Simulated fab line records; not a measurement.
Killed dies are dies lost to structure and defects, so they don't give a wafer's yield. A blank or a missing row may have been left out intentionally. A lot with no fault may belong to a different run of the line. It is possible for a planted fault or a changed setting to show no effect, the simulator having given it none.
fab line records	flow sky130
record lots=5	wafers=15	lastDay=50
route steps=708 shown CAP2M@620 METAL4@621
lots with no fault: from the same line, run without faults
startH: hours from the record's first day to the start of the lot's first wafer shown	waitH: time in hours since the lot's previous step	" as in the row above	L1.1+2: several wafers, shown together as one row	- no value present, or no start provided	* or withheld: withheld	< > ~ a bound
route shown NAME@n: names a module that has steps shown in the file, with the first one's number in the route	usual: the fault-free wafers' mean and standard deviation	same: alike in all rows	chamber/n: place in a boat	sites: each site's reading	_std_site: the values' standard deviation	_edge_site: outer sites' mean less inner sites'	radiusMm: for every site, how far away it sits from the centre of the wafer	mask NAME#n: copy n	behind: the last tool/chamber to shape the wafer	hold: what put the lot on hold/how long, in hours/how the hold closed	device: whichever transistor did not switch (one of n, p or np)	end of line: tests of these same wafers at the route's end	for a step that has no rows: nothing shown but its recipe	killed: dies that structure and defects cost at the first sort, which is not the same as the wafer's yield	map: per-die view of a wafer (x killed, . not killed, _ where there is no die)
set.NAME: the setting as run; set.NAME@STEP: as run at that earlier step	model.NAME: the simulator's own value behind a step, which no gauge read
certain route steps with their lots: each step a table, each wafer a row
services: the hour from which a tool's chamber was out of use, counted from the record's first day as startH (under 0 if before that day), plus the number of hours and why
## steps
# step SKY_CAP2M_CLEAN_17
# recipe chemistry=O3/DIW	dry=n2Spin
# step SKY_METAL4_DEHYDRATE_05
# recipe tempC=200	timeS=60
# step SKY_METAL4_HMDS_06
# recipe primeTimeS=60	primeTempC=120
# step SKY_METAL4_COAT_07
# recipe resist=BARC	tempC=withheld	timeS=withheld	spinRpm=3000	resistThkNm=60
# step SKY_METAL4_COAT_08
# recipe resist=KrF-thick	spinRpm=3000	resistThkNm=1140
# step SKY_METAL4_SOFTBAKE_09
# recipe tempC=100	timeS=90	resist=KrF-thick
# step SKY_METAL4_EXPOSE_10
# recipe maskId=MM4	na=0.68	sourceShape=annular	sigmaInner=0.4	sigmaOuter=0.8	targetCdNm=300	doseMj=28
# step SKY_METAL4_PEB_11
# recipe pebTempC=withheld	pebTimeS=withheld	resist=KrF-thick
# step SKY_METAL4_DEVELOP_12
# recipe developTimeS=60	resist=KrF-thick	devTempC=21
# step SKY_METAL4_CD_MEAS_13
# recipe targetCdNm=300
# usual cdNm=299.6/1.1
lot.wafer	tool	chamber	startH	waitH	cdNm
L540.2	cdSem-01	-	993.36	-	298.5
L540.4	"	-	"	"	299.9
L540.5	"	-	"	"	300.1
L543.1	cdSem-01	-	1006.29	-	298.7
L543.5	"	-	"	"	299.1
L543.6	"	-	"	"	299.7
L549.2	cdSem-01	-	1048.35	-	299.7
L549.3	"	-	"	"	298.8
L549.6	"	-	"	"	299.8
L560.3	cdSem-02	-	1109.52	-	300.9
L560.5	"	-	"	"	300.9
L560.6	"	-	"	"	300.2
L563.1	cdSem-02	-	1126.73	-	301.4
L563.5	"	-	"	"	299.2
L563.6	"	-	"	"	301.2
# step SKY_METAL4_OVL_MEAS_14
# usual METAL4_OVL=0/5.3
lot.wafer	tool	chamber	startH	waitH	METAL4_OVL[nm]
L540.2	overlay-02	-	993.47	0.1	13
L540.4	"	-	"	"	-4
L540.5	"	-	"	"	1
L543.1	overlay-01	-	1006.41	0.1	8
L543.5	"	-	"	"	8
L543.6	"	-	"	"	-2
L549.2	overlay-02	-	1048.45	0.1	-4
L549.3	"	-	"	"	-13
L549.6	"	-	"	"	-4
L560.3	overlay-01	-	1109.61	0.1	7
L560.5	"	-	"	"	-3
L560.6	"	-	"	"	6
L563.1	overlay-02	-	1126.85	0.1	0
L563.5	"	-	"	"	-6
L563.6	"	-	"	"	-3
# step SKY_METAL4_DESCUM_15
# recipe chemistry=O2	sourcePowerW=150	biasPowerW=0	pressureMtorr=10	tempC=40	timeS=8
# usual drypumpMotorCurrentA=5.7/0.44	oesProductAu=1.002/0.01
lot.wafer	tool	chamber	startH	waitH	drypumpMotorCurrentA	oesProductAu	rfHoursCounterH
L540.2	rieMetal-01	1	993.50	0.0	5.2	1.012	16
L540.4	"	1	"	"	5.2	1.006	-
L540.5	"	0	"	"	5.7	1.021	-
L543.1	rieMetal-04	1	1006.45	0.0	5.7	1.008	13
L543.5	"	1	"	"	5.7	1.000	-
L543.6	"	0	"	"	6.4	0.978	-
L549.2	rieMetal-01	1	1048.48	0.0	5.1	0.985	19
L549.3	"	0	"	"	5.6	1.010	-
L549.6	"	0	"	"	5.6	0.997	-
L560.3	rieMetal-03	1	1109.65	0.0	6.2	0.995	-
L560.5	"	0	"	"	5.4	0.992	-
L560.6	"	1	"	"	6.2	0.997	-
L563.1	rieMetal-01	1	1126.88	0.0	5.2	1.010	25
L563.5	"	1	"	"	5.2	1.008	-
L563.6	"	0	"	"	5.6	1.005	-
# step SKY_METAL4_ETCH_16
# recipe chemistry=N2/H2	target=BARC	ionEnergyEv=200	biasW=100	pressureMtorr=30	n2FlowSccm=100	h2FlowSccm=200	icpW=500	stopOn=SiO2	timeS=88.2	targetDepthA=600
# usual drypumpMotorCurrentA=5.7/0.44	oesProductAu=0.626/0.0049	runLengthS=116.7/0.74	throttleValvePct=13.204/0.0098
lot.wafer	tool	chamber	startH	waitH	drypumpMotorCurrentA	oesProductAu	rfHoursCounterH	runLengthS	throttleValvePct	model.KrF-thick_of_METAL4_COAT_08.thkNm
L540.2	rieMetal-01	1	993.53	0.0	5.2	0.632	16	116.9	13.175	1082
L540.4	"	1	"	"	5.2	0.628	-	116.7	13.202	1082
L540.5	"	0	"	"	5.6	0.623	-	116.5	13.210	1079
L543.1	rieMetal-04	1	1006.48	0.0	5.7	0.622	13	116.8	13.191	1080
L543.5	"	1	"	"	5.7	0.625	-	116.7	13.190	1077
L543.6	"	0	"	"	6.4	0.634	-	116.7	13.216	1077
L549.2	rieMetal-01	1	1048.51	0.0	5.2	0.690	19	106.1	13.189	1082
L549.3	"	0	"	"	5.7	0.682	-	105.5	13.210	1081
L549.6	"	0	"	"	5.7	0.622	-	116.1	13.199	1075
L560.3	rieMetal-03	1	1109.72	0.1	6.2	0.629	-	120.5	13.211	1078
L560.5	"	0	"	"	5.4	0.629	-	119.3	13.212	1081
L560.6	"	1	"	"	6.2	0.620	-	119.8	13.194	1079
L563.1	rieMetal-01	1	1126.91	0.0	5.2	0.628	25	117.2	13.200	1075
L563.5	"	1	"	"	5.2	0.620	-	117.1	13.211	1081
L563.6	"	0	"	"	5.7	0.625	-	116.6	13.209	1079
# step SKY_METAL4_ETCH_17
# recipe target=SiO2	stopOn=TiN	chemistry=C4F8/O2/Ar	sourceW=1500	biasW=1200	pressureMtorr=40	c4f8FlowSccm=withheld	O2_flow_sccm=6	Ar_flow_sccm=300	timeS=3.9	targetDepthA=150
# usual oesProductAu=0.753/0.0085
lot.wafer	tool	chamber	startH	waitH	oesProductAu	rfHoursCounterH
L540.2	rieDiel-02	2	993.63	0.1	0.754	3
L540.4	"	0	"	"	0.752	17
L540.5	"	3	"	"	0.763	-
L543.1	rieDiel-02	3	1006.58	0.1	0.751	19
L543.5	"	3	"	"	0.755	-
L543.6	"	2	"	"	0.763	-
L549.2	rieDiel-02	2	1048.61	0.1	0.763	6
L549.3	"	3	"	"	0.756	21
L549.6	"	0	"	"	0.758	-
L560.3	rieDiel-01	3	1109.81	0.0	0.736	12
L560.5	"	1	"	"	0.748	-
L560.6	"	0	"	"	0.750	-
L563.1	rieDiel-02	2	1127.01	0.1	0.739	8
L563.5	"	1	"	"	0.765	-
L563.6	"	0	"	"	0.741	-
## services
tool	chamber	startH	hours	kind
rieMetal-03	0	973.64	-	clean
rieMetal-03	0	973.64	15.7	scheduledDown
rieMetal-03	0	973.64	15.7	ventCycle
rieDiel-02	1	1003.99	8.1	repair
rieDiel-02	-	1019.92	0.9	repair
rieMetal-04	-	1040.55	1.4	pm
rieMetal-04	-	1056.39	3.9	repair
rieDiel-01	2	1092.81	10.0	repair
rieMetal-03	-	1107.16	1.6	repair
## key
firstSign step=SKY_METAL4_ETCH_16	reading=runLengthS	direction=down	sigmas=15	usual=*	struck=*
effect step=SKY_METAL4_ETCH_16	reading=oesProductAu	direction=up	sigmas=12	usual=0.626	struck=0.686
modelEffect step=SKY_METAL4_ETCH_16	value=KrF-thick_of_METAL4_COAT_08.thkNm	without=1076	struck=1082
metAt SKY_METAL4_ETCH_16
struckWafers L549.2,L549.3
onsetBetween 993.53 1048.51
fault kind=processParameterDrift	tool=rieMetal-01	chamber=-	onsetH=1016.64	steps=SKY_METAL4_ETCH_16	channel=timeS	offset=*	shape=step	endH=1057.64	scope=struckWafersOnly	actsIn=*	stated=*
